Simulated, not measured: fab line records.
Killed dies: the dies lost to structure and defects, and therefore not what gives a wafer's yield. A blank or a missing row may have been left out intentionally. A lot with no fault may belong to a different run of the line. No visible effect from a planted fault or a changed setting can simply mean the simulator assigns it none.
Which tool is to blame?    flow gf180mcu    14 lots with 42 wafers sampled at 4 steps, on a route of 602 steps

## WHAT THE GAUGES SHOWED, per wafer
GF_DUAL_GATE_OVL_MEAS_11.
lot   measured      on          DUAL_GATE_OVL (nm)
L410  day 8 03:57   overlay-02  0.3 0.6 0.0
L412  day 8 17:06   overlay-02  0.3 0.4 3.4
L413  day 9 02:01   overlay-02  -0.2 0.5 0.1
L414  day 9 11:53   overlay-02  0.0 0.8 0.0
L415  day 9 15:28   overlay-02  0.9 1.7 1.0
L416  day 9 22:55   overlay-01  1.0 0.8 1.1
L418  day 10 12:09  overlay-02  0.7 0.8 2.4
L419  day 10 20:54  overlay-02  -0.7 -1.1 -1.6
L421  day 11 12:58  overlay-02  -1.2 -0.3 -0.4
L424  day 12 10:28  overlay-01  -2.7 -0.8 -3.1
L429  day 13 17:38  overlay-02  -2.5 -1.0 -2.6
L430  day 14 05:09  overlay-01  -0.6 -1.2 -1.3
L431  day 14 10:34  overlay-02  1.9 1.4 -1.3
L432  day 14 17:10  overlay-01  0.4 1.5 2.6

GF_HV_LDD_TW_MEAS_38.
lot   measured      on             HV_LDD_3_TW
L410  day 11 10:08  film_metro-04  1452 1451 1460
L412  day 12 00:47  film_metro-04  1444 1447 1453
L413  day 12 09:29  film_metro-03  1430 1436 1431
L414  day 12 20:17  film_metro-03  1427 1428 1430
L415  day 13 02:38  film_metro-01  1415 1426 1424
L416  day 13 07:59  film_metro-04  1441 1434 1440
L418  day 13 23:38  film_metro-03  1428 1423 1423
L419  day 14 08:59  film_metro-04  1454 1451 1462
L421  day 15 03:30  film_metro-03  1426 1424 1435
L424  day 16 06:22  film_metro-03  1413 1415 1423
L429  day 17 22:26  film_metro-03  1418 1412 1428
L430  day 18 08:19  film_metro-01  1415 1423 1423
L431  day 18 14:18  film_metro-01  1414 1414 1409
L432  day 18 21:48  film_metro-01  1414 1424 1419

## WHICH TOOL RAN EACH LOT (tool, then ch and the chambers of the sampled wafers, then the start)
lot   GF_HV_LDD_STRIP_10                    GF_HV_LDD_IMPLANT_34
L410  plasma_asher-02 ch 0, day 9 20:29     implanter-01 ch 0, day 11 09:33
L412  plasma_asher-01 ch 0,1, day 10 11:33  implanter-03 ch 0, day 12 00:14
L413  plasma_asher-02 ch 1, day 10 18:41    implanter-01 ch 0, day 12 08:56
L414  plasma_asher-01 ch 0,1, day 11 06:35  implanter-02 ch 0, day 12 19:46
L415  plasma_asher-03 ch 0,1, day 11 12:01  implanter-02 ch 0, day 13 02:07
L416  plasma_asher-02 ch 0,1, day 11 17:31  implanter-03 ch 0, day 13 07:28
L418  plasma_asher-02 ch 0,1, day 12 07:55  implanter-02 ch 0, day 13 23:05
L419  plasma_asher-02 ch 0,1, day 12 16:56  implanter-03 ch 0, day 14 08:27
L421  plasma_asher-02 ch 0,1, day 13 10:24  implanter-03 ch 0, day 15 02:54
L424  plasma_asher-01 ch 1, day 14 09:58    implanter-03 ch 0, day 16 05:49
L429  plasma_asher-02 ch 0,1, day 16 00:02  implanter-03 ch 0, day 17 21:55
L430  plasma_asher-01 ch 0,1, day 16 09:31  implanter-02 ch 0, day 18 07:46
L431  plasma_asher-02 ch 0,1, day 16 14:10  implanter-01 ch 0, day 18 13:45
L432  plasma_asher-01 ch 0,1, day 16 22:13  implanter-02 ch 0, day 18 21:18
- GF_HV_LDD_STRIP_10: strips in O2/N2.
- GF_HV_LDD_IMPLANT_34

## AS READ BY THE TOOLS THEMSELVES (means over the sampled wafers that have a number; for cases with no such wafer, the mark the record gives instead)
GF_HV_LDD_STRIP_10.
lot   tool             drypump_motor_current_A (A)  heater_power_w (W)  oes_product_au (a.u.)  strip_time_to_endpoint_s (s)
L410  plasma_asher-02  5.94                         314                 0.713                  12.65
L412  plasma_asher-01  5.79                         407                 0.712                  12.62
L413  plasma_asher-02  6.15                         311                 0.716                  12.61
L414  plasma_asher-01  5.66                         388                 0.715                  12.67
L415  plasma_asher-03  5.80                         339                 0.713                  12.67
L416  plasma_asher-02  6.04                         315                 0.719                  12.70
L418  plasma_asher-02  5.99                         314                 0.712                  12.68
L419  plasma_asher-02  5.99                         311                 0.712                  12.67
L421  plasma_asher-02  5.99                         311                 0.715                  12.63
L424  plasma_asher-01  5.56                         373                 0.718                  12.56
L429  plasma_asher-02  5.99                         315                 0.712                  12.61
L430  plasma_asher-01  5.65                         383                 0.715                  12.65
L431  plasma_asher-02  6.04                         311                 0.717                  12.62
L432  plasma_asher-01  5.65                         387                 0.711                  12.61

GF_HV_LDD_IMPLANT_34.
lot   tool          dose_ions_cm2  faraday_current_uA
L410  implanter-01  7.492e+12      42.2
L412  implanter-03  7.497e+12      42.0
L413  implanter-01  7.503e+12      42.8
L414  implanter-02  7.506e+12      41.8
L415  implanter-02  7.503e+12      42.3
L416  implanter-03  7.499e+12      41.6
L418  implanter-02  7.508e+12      42.0
L419  implanter-03  7.501e+12      42.3
L421  implanter-03  7.502e+12      42.0
L424  implanter-03  6.677e+12      37.4
L429  implanter-03  6.677e+12      37.2
L430  implanter-02  7.499e+12      42.1
L431  implanter-01  7.499e+12      41.7
L432  implanter-02  7.495e+12      41.9

## THE ANSWER, worked out from the rows above alone
Rule: the usual values come from the lots themselves. The widest of any qualifying gaps counts: lots, ordered by their means at a reading, are off when they make up no more than a third of the lots, leave a main group of 4 or more, and stand apart from it by 3 or more times the standard deviation of that group's means. The tables above print the reading to a certain number of digits; a main group whose means all agree to those digits is not used. A lot without any number at a reading at which 4 lots or more have one is off too. Any other lot the step has rows for is counted as sound. First the gauges in route order, then the tools' own readings, where a lot's mean is used as printed above. The first step at which some lot is off is used, and at that step the reading that is off furthest; a lot without a number counts as furthest.
Off: L424, L429, at GF_HV_LDD_IMPLANT_34 (dose_ions_cm2). For the main group the mean is 7.500e+12 and the standard deviation 4.3e+09.
A tool fits if, at that step or a process step before it, it ran every lot that is off, and no sound lot after the first of them. One candidate fits, namely implanter-03 at GF_HV_LDD_IMPLANT_34. A fault onset in the window from L421 (day 15 02:54, its last sound lot) to L424 (day 16 05:49, its first lot off) fits.
The tool's own readings at GF_HV_LDD_IMPLANT_34 bear it out: on the lots that are off they differ by more than 5 times the standard deviation of the sound lots' means. dose_ions_cm2 reads 6.677e+12 there against 7.500e+12 on the sound lots; faraday_current_uA reads 37.3 there against 42.1 on the sound lots.

## WHAT THE SIMULATOR HAD PUT IN
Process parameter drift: implanter-03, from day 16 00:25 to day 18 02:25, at GF_HV_LDD_IMPLANT_34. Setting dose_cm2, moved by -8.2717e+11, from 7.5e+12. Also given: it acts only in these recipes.
Lots struck among those shown: L424, L429. The same result came from the rule above.
